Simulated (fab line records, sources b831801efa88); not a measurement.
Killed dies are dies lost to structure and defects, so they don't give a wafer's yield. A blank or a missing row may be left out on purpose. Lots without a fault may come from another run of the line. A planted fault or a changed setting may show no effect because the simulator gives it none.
fab line records | flow gf180mcu
record lots=5 wafers=15 last_day=34
route steps=602 shown CONTACT@303 M1@315 V1@335
lots that met no fault: from a run of the same line without faults
start_h: hours from the record's first day to the start of the lot's first wafer shown | wait_h: hours since the lot's step before | " the same as in the row above | L1.1+2: a row that stands for several wafers | - no value, or no start given | * or withheld: withheld | < > ~ a bound
route shown NAME@n: a module of which the file shows steps, and the number in the route of the first | usual: mean/standard deviation of fault-free wafers | same: alike in all rows | chamber/n: place in a boat | sites: the reading at each site | _std_site: their standard deviation | _edge_site: outer sites' mean less inner sites' | radius_mm: how far each site lies from the wafer's centre | mask NAME#n: copy n | behind: the tool/chamber that last shaped the wafer | hold: why the lot was held/for how many hours/how that ended | device: the transistor (n, p or np) that didn't switch | end of line: the same wafers' tests at the end of the route | a step without rows: its recipe alone | killed: dies lost to structure and defects at the first sort, not the wafer's yield | map: a wafer's dies, x killed, . not, _ none there
set.NAME: the setting as run; set.NAME@STEP: as run at that earlier step | model.NAME: the simulator's own value behind a step, which no gauge read
lots at some steps of the route; a table a step, a row a wafer
services: from which hour (start_h, from the record's first day; less than 0 if before it) a tool's chamber was out of use, for how many hours, and why
## steps
# step GF_CONTACT_ETCH_16
# recipe chemistry=N2/H2 target_depth_a=withheld overetch_a=withheld time_s=withheld target=BARC ion_energy_ev=200 source_w=500 bias_w=100 pressure_mtorr=30 n2_flow_sccm=100 h2_flow_sccm=200
# usual drypump_motor_current_A=5.7/0.48 h2_flow_sccm=200.1/0.58 oes_product_au=0.853/0.0054 rf_fwd_power_W=494.1/2.3 throttle_valve_pct=13.224/0.0093
# columns lot.wafer tool chamber start_h wait_h drypump_motor_current_A h2_flow_sccm oes_product_au rf_fwd_power_W throttle_valve_pct
L077.3 rie_diel-03 3 381.72 0.0 4.8 199.6 0.857 496.1 13.197
L077.5 " 3 " " 4.8 200.1 0.853 495.8 13.236
L077.6 " 2 " " 5.4 201.1 0.854 490.5 13.229
L090.3 rie_diel-01 0 517.72 0.0 5.9 200.3 0.857 493.8 13.221
L090.4 " 2 " " 5.5 199.8 0.849 495.8 13.228
L090.5 " 1 " " 5.9 199.5 0.856 496.1 13.231
L092.2 rie_diel-03 0 522.06 0.0 6.5 200.5 0.853 489.6 13.222
L092.4 " 3 " " 4.8 200.5 0.850 496.5 13.215
L092.5 " 3 " " 4.8 200.7 0.854 496.6 13.225
L094.3 rie_diel-01 0 529.57 0.0 5.9 199.7 0.856 494.0 13.206
L094.4 " 3 " " 5.4 199.8 0.851 492.2 13.217
L094.6 " 1 " " 5.9 199.8 0.843 494.8 13.230
L095.2 rie_diel-03 1 544.49 0.0 5.9 199.5 0.852 494.4 13.222
L095.3 " 2 " " 5.4 199.8 0.846 494.0 13.234
L095.5 " 1 " " 5.8 200.3 0.847 492.5 13.223
# step GF_CONTACT_ETCH_17
# recipe chemistry=C4F8/O2/Ar mask_material=KrF target=SiO2 stop_on=CoSi2 source_w=1500 bias_w=1200 pressure_mtorr=40 c4f8_flow_sccm=withheld O2_flow_sccm=6 Ar_flow_sccm=300 time_s=withheld target_depth_a=8600
# usual oes_product_au=0.813/0.005 rf_fwd_power_W=1493/5.1
# columns lot.wafer tool chamber start_h wait_h oes_product_au rf_fwd_power_W
L077.3 rie_diel-03 3 - - 0.810 1497
L077.5 " 3 " " 0.815 1494
L077.6 " 2 " " 0.814 1491
L090.3 rie_diel-01 0 - - 0.816 1504
L090.4 " 2 " " 0.815 1495
L090.5 " 1 " " 0.823 1500
L092.2 rie_diel-03 0 - - 0.815 1482
L092.4 " 3 " " 0.809 1500
L092.5 " 3 " " 0.810 1490
L094.3 rie_diel-01 0 - - 0.819 1501
L094.4 " 3 " " 0.822 1503
L094.6 " 1 " " 0.806 1497
L095.2 rie_diel-03 1 - - 0.803 1497
L095.3 " 2 " " 0.815 1496
L095.5 " 1 " " 0.814 1494
# step GF_CONTACT_STRIP_18
# recipe chemistry=O2/N2 power_w=1400 pressure_mtorr=1500 platen_temp_c=250 o2_flow_sccm=3000 n2_flow_sccm=300 overash_fraction=0.5
# usual drypump_motor_current_A=5.49/0.18 heater_power_w=331/20 oes_product_au=0.579/0.0046
# columns lot.wafer tool chamber start_h wait_h drypump_motor_current_A heater_power_w oes_product_au rf_hours_counter_h
L077.3 plasma_asher-04 0 381.91 - 5.24 327 0.580 -
L077.5 " 1 " " 5.68 320 0.579 -
L077.6 " 0 " " 5.25 322 0.588 -
L090.3 plasma_asher-01 0 517.92 - 5.44 312 0.579 -
L090.4 " 1 " " 5.51 379 0.575 -
L090.5 " 0 " " 5.44 307 0.578 -
L092.2 plasma_asher-04 1 522.23 - 5.69 323 0.572 88
L092.4 " 1 " " 5.72 320 0.583 -
L092.5 " 1 " " 5.70 324 0.585 -
L094.3 plasma_asher-04 0 529.77 - 5.24 335 0.582 -
L094.4 " 1 " " 5.71 322 0.579 -
L094.6 " 0 " " 5.26 328 0.570 -
L095.2 plasma_asher-04 0 544.65 - 5.25 327 0.580 91
L095.3 " 0 " " 5.25 317 0.577 -
L095.5 " 0 " " 5.26 333 0.576 -
# step GF_CONTACT_CLEAN_19
# recipe chemistry=SPM
# columns lot.wafer tool chamber start_h wait_h
L077.3+5+6 wet_bench-01 1 381.98 0.0
L090.3+4+5 wet_bench-01 1 517.98 0.0
L092.2+4+5 wet_bench-03 0 522.33 0.1
L094.3+4+6 wet_bench-04 2 529.83 0.0
L095.2+3+5 wet_bench-03 3 544.75 0.1
# step GF_CONTACT_CLEAN_20
# recipe chemistry=DIW
# columns lot.wafer tool chamber start_h wait_h
L077.3+5+6 wet_bench-04 0 382.08 0.0
L090.3+4+5 wet_bench-03 1 518.08 0.0
L092.2+4+5 wet_bench-04 1 522.42 0.0
L094.3+4+6 wet_bench-03 1 529.94 0.0
L095.2+3+5 wet_bench-04 1 544.85 0.0
# step GF_CONTACT_CLEAN_21
# recipe chemistry=dHF time_s=20 dilution=100:1 dry=ipa_marangoni
# columns lot.wafer tool chamber start_h wait_h
L077.3+5+6 wet_bench-01 2 382.17 0.0
L090.3+4+5 wet_bench-04 3 518.18 0.0
L092.2+4+5 wet_bench-01 0 522.52 0.0
L094.3+4+6 wet_bench-04 0 530.04 0.0
L095.2+3+5 wet_bench-01 0 544.94 0.0
# step GF_CONTACT_SPUTTER_22
# recipe material=Ti target_thk_nm=15 chamber_pressure_pa=5 power_w=2500 substrate_temp_c=200 time_s=80.02
# usual throttle_valve_pct=29.8/0.82
# columns lot.wafer tool chamber start_h wait_h throttle_valve_pct
L077.3 pvd_sputter-01 - 382.19 0.0 30.1
L077.5 " - " " 30.7
L077.6 " - " " 30.1
L090.3 pvd_sputter-03 - 518.19 0.0 28.4
L090.4 " - " " 28.8
L090.5 " - " " 29.2
L092.2 pvd_sputter-04 - 522.53 0.0 29.2
L092.4 " - " " 29.9
L092.5 " - " " 29.6
L094.3 pvd_sputter-01 - 530.05 0.0 28.7
L094.4 " - " " 30.8
L094.6 " - " " 28.7
L095.2 pvd_sputter-04 - 544.96 0.0 29.2
L095.3 " - " " 29.9
L095.5 " - " " 29.9
# step GF_CONTACT_SPUTTER_23
# recipe material=TiN target_thk_nm=10 chamber_pressure_pa=5 power_w=4000 time_s=40
# usual throttle_valve_pct=29.8/0.81
# columns lot.wafer tool chamber start_h wait_h throttle_valve_pct
L077.3 pvd_sputter-01 - 382.25 0.0 30.1
L077.5 " - " " 30.7
L077.6 " - " " 30.1
L090.3 pvd_sputter-03 - 518.25 0.0 28.7
L090.4 " - " " 28.9
L090.5 " - " " 29.5
L092.2 pvd_sputter-04 - 522.59 0.0 29.2
L092.4 " - " " 29.8
L092.5 " - " " 29.6
L094.3 pvd_sputter-01 - 530.11 0.0 28.9
L094.4 " - " " 31.0
L094.6 " - " " 28.8
L095.2 pvd_sputter-04 - 545.02 0.0 29.3
L095.3 " - " " 30.0
L095.5 " - " " 29.8
# step GF_CONTACT_CVD_24
# recipe material=W target_thk_nm=300 time_s=90.339 temp_c=403.9 pressure_torr=40
# usual heater_power_w=926/77
# columns lot.wafer tool chamber start_h wait_h heater_power_w since_wet_clean_h
L077.3 cvd_w-01 0 382.32 0.1 1047 -
L077.5 " 1 " " 918 -
L077.6 " 0 " " 1053 -
L090.3 cvd_w-02 1 518.32 0.1 839 -
L090.4 " 0 " " 908 -
L090.5 " 1 " " 831 -
L092.2 cvd_w-01 0 522.63 0.0 1062 619
L092.4 " 0 " " 1055 -
L092.5 " 1 " " 890 -
L094.3 cvd_w-01 1 530.19 0.1 910 -
L094.4 " 0 " " 1037 -
L094.6 " 0 " " 1052 -
L095.2 cvd_w-01 0 545.06 0.0 1058 641
L095.3 " 1 " " 898 -
L095.5 " 0 " " 1052 -
# step GF_CONTACT_RS_MEAS_25
# recipe thk_meas_gauge=four-point-probe reads=W_of_CONTACT_CVD_24+TiN_of_CONTACT_SPUTTER_23+Ti_of_CONTACT_SPUTTER_22
# usual CONTACT_W_RS=0.356/0.0035
# columns lot.wafer tool chamber start_h wait_h CONTACT_W_RS[ohm/sq]
L077.3 film_metro-02 - 382.43 0.1 0.359
L077.5 " - " " 0.353
L077.6 " - " " 0.357
L090.3 film_metro-02 - 518.43 0.1 0.346
L090.4 " - " " 0.351
L090.5 " - " " 0.353
L092.2 film_metro-03 - 522.75 0.1 0.357
L092.4 " - " " 0.361
L092.5 " - " " 0.356
L094.3 film_metro-04 - 530.29 0.1 0.361
L094.4 " - " " 0.356
L094.6 " - " " 0.360
L095.2 film_metro-04 - 545.18 0.1 0.359
L095.3 " - " " 0.354
L095.5 " - " " 0.355
# step GF_CONTACT_THK_MEAS_26
# recipe thk_meas_gauge=xrf reads=W_of_CONTACT_CVD_24
# usual CONTACT_W_THK=335/4.1
# columns lot.wafer tool chamber start_h wait_h CONTACT_W_THK[nm]
L077.3 film_metro-02 - 382.53 0.1 337
L077.5 " - " " 342
L077.6 " - " " 339
L090.3 film_metro-02 - 518.53 0.1 346
L090.4 " - " " 340
L090.5 " - " " 338
L092.2 film_metro-03 - 522.86 0.1 334
L092.4 " - " " 329
L092.5 " - " " 332
L094.3 film_metro-04 - 530.39 0.1 331
L094.4 " - " " 335
L094.6 " - " " 331
L095.2 film_metro-04 - 545.29 0.1 332
L095.3 " - " " 335
L095.5 " - " " 334
# step GF_CONTACT_CMP_27
# recipe stop_on=SiO2 down_force_psi=3.5 platen_rpm=60 t_overpolish_s=15 target_thk_nm=0 pad_velocity_m_s=0.94248
# usual motor_current_A=10.4/1.1 overpolish_run_s=15.001/0.01 time_to_endpoint_s=78.5/2.5
# columns lot.wafer tool chamber start_h wait_h motor_current_A overpolish_run_s time_to_endpoint_s
L077.3 cmp-02 2 382.76 0.2 9.0 14.994 80.1
L077.5 " 1 " " 11.4 14.978 76.7
L077.6 " 2 " " 9.0 14.989 81.5
L090.4 cmp-02 1 518.62 0.1 11.5 14.988 75.7
L090.3 " 2 " " 9.1 15.010 77.8
L090.5 " 0 " " 9.8 14.996 75.4
L092.4 cmp-02 0 522.91 0.0 10.5 14.994 75.2
L092.2 " 1 " " 12.2 14.991 79.7
L092.5 " 1 " " 11.7 15.002 79.9
L094.3 cmp-01 1 530.43 0.0 12.0 15.005 79.5
L094.4 " 3 " " 11.1 14.991 78.4
L094.6 " 2 " " 9.4 15.034 79.2
L095.2 cmp-02 0 545.39 0.1 10.1 14.993 77.2
L095.3 " 1 " " 11.2 15.012 76.6
L095.5 " 0 " " 10.1 14.999 78.2
# step GF_M1_SPUTTER_00
# recipe material=Ti target_thk_nm=37.5 arriving_ion_energy_ev=80 substrate_temp_c=200 chamber_pressure_pa=2 power_w=4000 time_s=150
# usual throttle_valve_pct=29.9/0.88
# columns lot.wafer tool chamber start_h wait_h throttle_valve_pct
L077.3 pvd_sputter-02 - 383.01 0.2 30.1
L077.5 " - " " 28.6
L077.6 " - " " 30.8
L090.3 pvd_sputter-02 - 518.87 0.1 28.6
L090.4 " - " " 31.3
L090.5 " - " " 29.8
L092.2 pvd_sputter-02 - 523.21 0.2 28.2
L092.4 " - " " 31.2
L092.5 " - " " 28.9
L094.3 pvd_sputter-01 - 530.73 0.2 30.4
L094.4 " - " " 29.0
L094.6 " - " " 28.8
L095.2 pvd_sputter-01 - 545.64 0.2 30.8
L095.3 " - " " 30.0
L095.5 " - " " 30.6
# step GF_M1_SPUTTER_01
# recipe material=TiN target_thk_nm=30 power_w=6500 time_s=25 chamber_pressure_pa=0.4
# usual throttle_valve_pct=29.9/0.9
# columns lot.wafer tool chamber start_h wait_h throttle_valve_pct
L077.3 pvd_sputter-02 - 383.11 0.1 29.8
L077.5 " - " " 28.9
L077.6 " - " " 31.1
L090.3 pvd_sputter-02 - 518.97 0.1 28.3
L090.4 " - " " 31.0
L090.5 " - " " 30.1
L092.2 pvd_sputter-02 - 523.31 0.1 28.9
L092.4 " - " " 31.0
L092.5 " - " " 28.6
L094.3 pvd_sputter-01 - 530.83 0.1 30.8
L094.4 " - " " 28.6
L094.6 " - " " 28.7
L095.2 pvd_sputter-01 - 545.74 0.1 30.6
L095.3 " - " " 30.1
L095.5 " - " " 30.9
# step GF_M1_SPUTTER_02
# recipe material=AlCu target_thk_nm=450 power_w=10600 time_s=23.9 chamber_pressure_pa=0.4
# usual throttle_valve_pct=29.9/0.87
# columns lot.wafer tool chamber start_h wait_h throttle_valve_pct
L077.3 pvd_sputter-02 - 383.14 0.0 30.4
L077.5 " - " " 28.6
L077.6 " - " " 30.9
L090.3 pvd_sputter-02 - 519.00 0.0 28.8
L090.4 " - " " 30.8
L090.5 " - " " 30.1
L092.2 pvd_sputter-02 - 523.34 0.0 28.7
L092.4 " - " " 30.9
L092.5 " - " " 28.7
L094.3 pvd_sputter-01 - 530.86 0.0 30.8
L094.4 " - " " 29.1
L094.6 " - " " 28.9
L095.2 pvd_sputter-01 - 545.77 0.0 30.7
L095.3 " - " " 30.0
L095.5 " - " " 30.8
# step GF_M1_SPUTTER_03
# recipe material=Ti target_thk_nm=10 substrate_temp_c=300 chamber_pressure_pa=0.3 power_w=3000 time_s=6.7
# usual throttle_valve_pct=29.9/0.88
# columns lot.wafer tool chamber start_h wait_h throttle_valve_pct
L077.3 pvd_sputter-02 - 383.17 0.0 29.8
L077.5 " - " " 28.7
L077.6 " - " " 31.2
L090.3 pvd_sputter-02 - 519.03 0.0 28.7
L090.4 " - " " 31.3
L090.5 " - " " 30.3
L092.2 pvd_sputter-02 - 523.37 0.0 28.5
L092.4 " - " " 30.9
L092.5 " - " " 28.8
L094.3 pvd_sputter-01 - 530.89 0.0 30.9
L094.4 " - " " 28.7
L094.6 " - " " 28.8
L095.2 pvd_sputter-01 - 545.80 0.0 30.7
L095.3 " - " " 30.0
L095.5 " - " " 30.8
# step GF_M1_SPUTTER_04
# recipe material=TiN target_thk_nm=50 power_w=6500 time_s=41.7 chamber_pressure_pa=0.4
# usual throttle_valve_pct=29.9/0.88
# columns lot.wafer tool chamber start_h wait_h throttle_valve_pct
L077.3 pvd_sputter-02 - 383.19 0.0 30.2
L077.5 " - " " 28.9
L077.6 " - " " 30.9
L090.3 pvd_sputter-02 - 519.05 0.0 28.8
L090.4 " - " " 31.1
L090.5 " - " " 30.3
L092.2 pvd_sputter-02 - 523.39 0.0 28.6
L092.4 " - " " 31.1
L092.5 " - " " 28.8
L094.3 pvd_sputter-01 - 530.91 0.0 30.9
L094.4 " - " " 28.9
L094.6 " - " " 28.7
L095.2 pvd_sputter-01 - 545.82 0.0 30.8
L095.3 " - " " 29.8
L095.5 " - " " 30.6
# step GF_M1_RS_MEAS_05
# recipe thk_meas_gauge=four-point-probe reads=TiN_of_M1_SPUTTER_04+Ti_of_M1_SPUTTER_03+AlCu_of_M1_SPUTTER_02+TiN_of_M1_SPUTTER_01+Ti_of_M1_SPUTTER_00
# usual M1_ALCU_RS=0.0696/0.00068
# columns lot.wafer tool chamber start_h wait_h M1_ALCU_RS[ohm/sq]
L077.3 film_metro-01 - 383.27 0.1 0.0694
L077.5 " - " " 0.0695
L077.6 " - " " 0.0693
L090.3 film_metro-01 - 519.13 0.1 0.0709
L090.4 " - " " 0.0709
L090.5 " - " " 0.0709
L092.2 film_metro-04 - 523.45 0.0 0.0695
L092.4 " - " " 0.0696
L092.5 " - " " 0.0697
L094.3 film_metro-04 - 530.99 0.1 0.0698
L094.4 " - " " 0.0688
L094.6 " - " " 0.0694
L095.2 film_metro-03 - 545.88 0.0 0.0700
L095.3 " - " " 0.0699
L095.5 " - " " 0.0707
# step GF_M1_THK_MEAS_06
# recipe thk_meas_gauge=xrf reads=AlCu_of_M1_SPUTTER_02
# usual M1_ALCU_THK=443/5.5
# columns lot.wafer tool chamber start_h wait_h M1_ALCU_THK[nm]
L077.3 film_metro-01 - 383.37 0.1 440
L077.5 " - " " 439
L077.6 " - " " 441
L090.3 film_metro-01 - 519.23 0.1 433
L090.4 " - " " 432
L090.5 " - " " 432
L092.2 film_metro-04 - 523.56 0.1 452
L092.4 " - " " 449
L092.5 " - " " 449
L094.3 film_metro-04 - 531.09 0.1 447
L094.4 " - " " 452
L094.6 " - " " 452
L095.2 film_metro-03 - 545.99 0.1 440
L095.3 " - " " 442
L095.5 " - " " 437
# step GF_M1_DEHYDRATE_07
# recipe temp_c=200 time_s=60
# columns lot.wafer tool chamber start_h wait_h
L077.3+5+6 litho_track-01 0 394.37 11.0
L090.3+4+5 litho_track-03 0 529.72 10.5
L092.2+4+5 litho_track-04 0 534.43 10.9
L094.3+4+6 litho_track-03 0 542.32 11.2
L095.2+3+5 litho_track-03 0 556.80 10.8
# step GF_M1_HMDS_08
# recipe prime_time_s=60 prime_temp_c=120
# columns lot.wafer tool chamber start_h wait_h
L077.3+5+6 litho_track-01 0 394.52 0.1
L090.3+4+5 litho_track-03 0 529.87 0.1
L092.2+4+5 litho_track-04 0 534.58 0.1
L094.3+4+6 litho_track-03 0 542.47 0.1
L095.2+3+5 litho_track-03 0 556.95 0.1
# step GF_M1_COAT_09
# recipe resist=KrF spin_rpm=withheld resist_thk_nm=1000
# columns lot.wafer tool chamber start_h wait_h
L077.3+5+6 litho_track-01 0 394.67 0.1
L090.3+4+5 litho_track-03 0 530.02 0.1
L092.2+4+5 litho_track-04 0 534.73 0.1
L094.3+4+6 litho_track-03 0 542.62 0.1
L095.2+3+5 litho_track-03 0 557.10 0.1
# step GF_M1_SOFTBAKE_10
# recipe temp_c=130 time_s=60 resist=KrF
# columns lot.wafer tool chamber start_h wait_h
L077.3+5+6 litho_track-01 0 394.82 0.1
L090.3+4+5 litho_track-03 0 530.17 0.1
L092.2+4+5 litho_track-04 0 534.88 0.1
L094.3+4+6 litho_track-03 0 542.77 0.1
L095.2+3+5 litho_track-03 0 557.25 0.1
# step GF_M1_EXPOSE_11
# recipe mask_id=Metal1 target_cd_nm=230 na=0.68 source_shape=conventional sigma_outer=0.6 dose_mj=28
# columns lot.wafer tool chamber start_h wait_h mask
L077.3+5+6 krf_scanner-01 0 - - Metal1#0
L090.3+4+5 krf_scanner-02 0 - - Metal1#0
L092.2+4+5 krf_scanner-01 0 - - Metal1#0
L094.3+4+6 krf_scanner-01 0 - - Metal1#0
L095.2+3+5 krf_scanner-02 0 - - Metal1#0
# step GF_M1_PEB_12
# recipe peb_temp_c=135 peb_time_s=90 resist=KrF
# columns lot.wafer tool chamber start_h wait_h
L077.3+5+6 litho_track-03 0 - -
L090.3+4+5 litho_track-01 0 - -
L092.2+4+5 litho_track-04 0 - -
L094.3+4+6 litho_track-04 0 - -
L095.2+3+5 litho_track-01 0 - -
# step GF_M1_DEVELOP_13
# recipe develop_time_s=60 dev_temp_c=21
# columns lot.wafer tool chamber start_h wait_h
L077.3+5+6 litho_track-03 0 406.18 0.1
L090.3+4+5 litho_track-01 0 541.72 0.1
L092.2+4+5 litho_track-04 0 545.98 0.2
L094.3+4+6 litho_track-04 0 553.66 0.1
L095.2+3+5 litho_track-01 0 567.99 0.2
# step GF_M1_CD_MEAS_14
# recipe target_cd_nm=230
# usual cd_nm=229.6/1.2
# columns lot.wafer tool chamber start_h wait_h cd_nm
L077.3 cd_sem-01 - 406.32 0.1 229.2
L077.5 " - " " 230.0
L077.6 " - " " 229.6
L090.3 cd_sem-01 - 541.86 0.1 228.3
L090.4 " - " " 229.6
L090.5 " - " " 229.7
L092.2 cd_sem-02 - 546.13 0.1 230.8
L092.4 " - " " 230.8
L092.5 " - " " 229.8
L094.3 cd_sem-02 - 553.80 0.1 230.4
L094.4 " - " " 229.5
L094.6 " - " " 229.4
L095.2 cd_sem-02 - 568.13 0.1 228.6
L095.3 " - " " 230.0
L095.5 " - " " 229.5
# step GF_M1_OVL_MEAS_15
# usual M1_OVL=1/6.7
# columns lot.wafer tool chamber start_h wait_h M1_OVL[nm]
L077.3 overlay-01 - 406.41 0.1 2
L077.5 " - " " 4
L077.6 " - " " 7
L090.3 overlay-02 - 541.95 0.1 6
L090.4 " - " " 14
L090.5 " - " " 11
L092.2 overlay-02 - 546.23 0.1 5
L092.4 " - " " 14
L092.5 " - " " 1
L094.3 overlay-02 - 553.89 0.1 -1
L094.4 " - " " 6
L094.6 " - " " 5
L095.2 overlay-02 - 568.24 0.1 -2
L095.3 " - " " -9
L095.5 " - " " -5
# step GF_M1_METAL_ETCH_16
# recipe chemistry=Cl2/BCl3 mask_material=KrF target_depth_nm=750.8 stop_on=SiO2 pressure_mtorr=8 icp_w=800 bias_w=140 Cl2_flow_sccm=80 bcl3_flow_sccm=40 time_s=125.1
# usual drypump_motor_current_A=5.9/0.39 oes_product_au=0.989/0.0054 rf_fwd_power_W=796.2/2.4 throttle_valve_pct=28.231/0.0098
# columns lot.wafer tool chamber start_h wait_h drypump_motor_current_A oes_product_au rf_fwd_power_W rf_hours_counter_h throttle_valve_pct
L077.3 rie_metal-02 1 406.47 0.1 6.1 0.985 793.4 - 28.216
L077.5 " 1 " " 6.1 0.982 795.3 - 28.220
L077.6 " 0 " " 5.2 0.989 795.1 - 28.228
L090.3 rie_metal-01 1 542.01 0.1 5.9 0.988 791.7 - 28.223
L090.4 " 0 " " 6.3 0.993 796.6 - 28.231
L090.5 " 0 " " 6.3 0.996 793.7 - 28.229
L092.2 rie_metal-01 0 546.26 0.0 6.3 0.984 794.2 12 28.227
L092.4 " 0 " " 6.3 0.992 792.7 - 28.216
L092.5 " 0 " " 6.3 0.983 795.6 - 28.231
L094.3 rie_metal-02 1 553.96 0.1 6.1 0.987 793.3 - 28.233
L094.4 " 0 " " 5.2 0.991 798.7 - 28.230
L094.6 " 1 " " 6.1 0.996 796.5 - 28.237
L095.2 rie_metal-04 0 568.27 0.0 6.2 0.977 796.4 1 28.243
L095.3 " 0 " " 6.2 0.981 796.6 - 28.256
L095.5 " 0 " " 6.2 0.978 800.5 - 28.230
# step GF_M1_STRIP_17
# recipe chemistry=O2/N2 power_w=1400 pressure_mtorr=1500 platen_temp_c=250 o2_flow_sccm=3000 n2_flow_sccm=300 overash_fraction=0.5
# usual drypump_motor_current_A=5.7/0.41 heater_power_w=329/29 oes_product_au=0.538/0.0049 strip_time_to_endpoint_s=7.39/0.039
# columns lot.wafer tool chamber start_h wait_h drypump_motor_current_A heater_power_w oes_product_au rf_hours_counter_h strip_time_to_endpoint_s
L077.3 plasma_asher-01 1 406.59 0.1 5.5 377 0.546 - 7.44
L077.5 " 1 " " 5.5 372 0.531 - 7.44
L077.6 " 0 " " 5.5 312 0.539 - 7.44
L090.3 plasma_asher-03 1 542.13 0.1 5.5 290 0.536 - 7.36
L090.4 " 0 " " 6.6 308 0.531 - 7.36
L090.5 " 0 " " 6.6 312 0.538 - 7.37
L092.2 plasma_asher-03 1 546.39 0.1 5.5 286 0.535 72 7.34
L092.4 " 1 " " 5.5 297 0.529 - 7.34
L092.5 " 1 " " 5.5 293 0.542 - 7.41
L094.3 plasma_asher-03 0 554.08 0.1 6.6 311 0.530 - 7.39
L094.4 " 1 " " 5.5 291 0.535 - 7.42
L094.6 " 0 " " 6.6 311 0.532 - 7.36
L095.2 plasma_asher-03 1 568.40 0.1 5.5 292 0.544 75 7.41
L095.3 " 1 " " 5.5 287 0.537 - 7.43
L095.5 " 0 " " 6.6 305 0.543 - 7.37
# step GF_M1_STRIP_18
# recipe chemistry=post_etch_residue_remover time_s=1200 temp_c=72.5
# columns lot.wafer tool chamber start_h wait_h
L077.3+5+6 wet_bench-04 1 406.66 0.0
L090.3+4+5 wet_bench-02 1 542.20 0.0
L092.2+4+5 wet_bench-03 3 546.49 0.1
L094.3+4+6 wet_bench-04 2 554.14 0.0
L095.2+3+5 wet_bench-04 3 568.50 0.1
# step GF_M1_CLEAN_19
# recipe chemistry=DIW dry=n2_spin
# columns lot.wafer tool chamber start_h wait_h
L077.3+5+6 wet_bench-02 3 407.03 0.0
L090.3+4+5 wet_bench-03 3 542.54 0.0
L092.2+4+5 wet_bench-04 1 546.87 0.0
L094.3+4+6 wet_bench-02 0 554.48 0.0
L095.2+3+5 wet_bench-02 1 568.84 0.0
# step GF_V1_CVD_00
# recipe material=SiO2 target_thk_nm=600 sigma_open_frac=0.3 temp_c=400 time_s=102.8 sih4_flow_sccm=60 pressure_mtorr=6
# usual sih4_flow_sccm=60.00/0.18
# columns lot.wafer tool chamber start_h wait_h sih4_flow_sccm
L077.3 hdpcvd-01 1 407.12 0.0 59.94
L077.5 " 1 " " 60.03
L077.6 " 0 " " 59.95
L090.3 hdpcvd-01 2 542.63 0.0 59.95
L090.4 " 2 " " 59.98
L090.5 " 0 " " 60.11
L092.2 hdpcvd-01 2 546.96 0.0 60.33
L092.4 " 0 " " 59.94
L092.5 " 1 " " 59.71
L094.3 hdpcvd-02 1 554.58 0.0 59.81
L094.4 " 1 " " 59.95
L094.6 " 2 " " 59.68
L095.2 hdpcvd-02 1 568.93 0.0 60.14
L095.3 " 2 " " 60.02
L095.5 " 1 " " 60.17
# step GF_V1_THK_MEAS_01
# recipe reads=SiO2_of_V1_CVD_00
# usual V1_CVD_00_THK=616/7
# columns lot.wafer tool chamber start_h wait_h V1_CVD_00_THK[nm]
L077.3 film_metro-02 - 407.22 0.1 635
L077.5 " - " " 631
L077.6 " - " " 622
L090.3 film_metro-02 - 542.73 0.1 621
L090.4 " - " " 617
L090.5 " - " " 620
L092.2 film_metro-01 - 547.04 0.0 619
L092.4 " - " " 623
L092.5 " - " " 631
L094.3 film_metro-02 - 554.67 0.1 605
L094.4 " - " " 606
L094.6 " - " " 613
L095.2 film_metro-01 - 569.02 0.0 609
L095.3 " - " " 609
L095.5 " - " " 605
# step GF_V1_CVD_02
# recipe material=SiO2 target_thk_nm=850 precursor=TEOS temp_c=400 time_s=94.851 rf_w=600
# usual heater_power_w=642/110 rf_fwd_power_W=596.0/1.9
# columns lot.wafer tool chamber start_h wait_h heater_power_w rf_fwd_power_W since_wet_clean_h
L077.3 pecvd-01 0 407.26 0.0 652 598.8 24
L077.5 " 0 " " 536 596.7 -
L077.6 " 1 " " 705 597.0 -
L090.3 pecvd-01 2 542.77 0.0 749 596.0 160
L090.4 " 1 " " 703 593.4 -
L090.5 " 2 " " 606 594.8 -
L092.2 pecvd-03 1 547.09 0.0 637 594.8 372
L092.4 " 2 " " 547 595.1 -
L092.5 " 1 " " 673 596.8 -
L094.3 pecvd-01 0 554.71 0.0 639 594.0 172
L094.4 " 2 " " 750 596.8 -
L094.6 " 0 " " 682 596.8 -
L095.2 pecvd-04 1 569.07 0.0 563 590.9 811
L095.3 " 2 " " 566 594.5 811
L095.5 " 2 " " 624 595.6 -
# step GF_V1_THK_MEAS_03
# recipe reads=SiO2_of_V1_CVD_02
# usual V1_CVD_02_THK=848/10
# columns lot.wafer tool chamber start_h wait_h V1_CVD_02_THK[nm]
L077.3 film_metro-03 - 407.35 0.1 837
L077.5 " - " " 849
L077.6 " - " " 859
L090.3 film_metro-01 - 542.86 0.1 832
L090.4 " - " " 856
L090.5 " - " " 855
L092.2 film_metro-03 - 547.17 0.0 844
L092.4 " - " " 858
L092.5 " - " " 855
L094.3 film_metro-03 - 554.80 0.1 843
L094.4 " - " " 847
L094.6 " - " " 853
L095.2 film_metro-02 - 569.15 0.0 824
L095.3 " - " " 840
L095.5 " - " " 845
# step GF_V1_CMP_04
# recipe material=SiO2 down_force_psi=4 platen_rpm=60 pad_velocity_m_s=0.94248
# usual motor_current_A=11.4/1.2 time_to_endpoint_s=80/4.4
# columns lot.wafer tool chamber start_h wait_h motor_current_A time_to_endpoint_s
L077.3 cmp-01 3 408.65 1.3 11.6 74
L077.5 " 2 " " 10.4 87
L077.6 " 3 " " 11.7 84
L090.3 cmp-01 0 542.90 0.0 10.0 74
L090.4 " 3 " " 12.2 83
L090.5 " 1 " " 13.1 89
L092.2 cmp-01 1 547.22 0.0 13.2 79
L092.4 " 3 " " 10.8 84
L092.5 " 2 " " 10.5 84
L094.3 cmp-01 1 554.84 0.0 13.0 75
L094.4 " 0 " " 10.1 76
L094.6 " 1 " " 12.4 81
L095.3 cmp-01 0 569.30 0.1 9.3 76
L095.2 " 1 " " 13.9 72
L095.5 " 3 " " 11.7 78
## services
# columns tool chamber start_h hours kind
pvd_sputter-01 - 361.29 10.6 repair
cmp-01 - 364.12 0.3 repair
rie_diel-03 3 366.85 3.2 repair
cmp-02 - 377.38 0.5 repair
cmp-01 - 381.13 8.6 pm
plasma_asher-04 - 383.14 1.4 repair
rie_diel-03 1 389.74 7.1 repair
cmp-02 - 394.93 13.2 pm
cmp-01 - 404.00 4.0 pm
plasma_asher-04 - 413.67 1.2 repair
rie_diel-01 3 428.29 4.9 repair
rie_diel-03 0 431.90 4.0 repair
rie_diel-03 - 453.71 2.8 pm
pvd_sputter-01 - 459.79 1.9 repair
cmp-02 - 470.09 2.8 repair
pvd_sputter-02 - 478.38 1.3 repair
rie_diel-03 3 481.93 9.7 repair
cvd_w-01 - 482.86 2.8 pm
rie_diel-01 0 483.62 2.6 repair
wet_bench-04 - 506.82 3.2 repair
cmp-01 - 508.21 10.6 pm
pvd_sputter-01 - 520.69 1.6 repair
rie_diel-03 1 549.28 3.6 repair
pvd_sputter-02 - 560.54 0.5 repair
## key
fault none
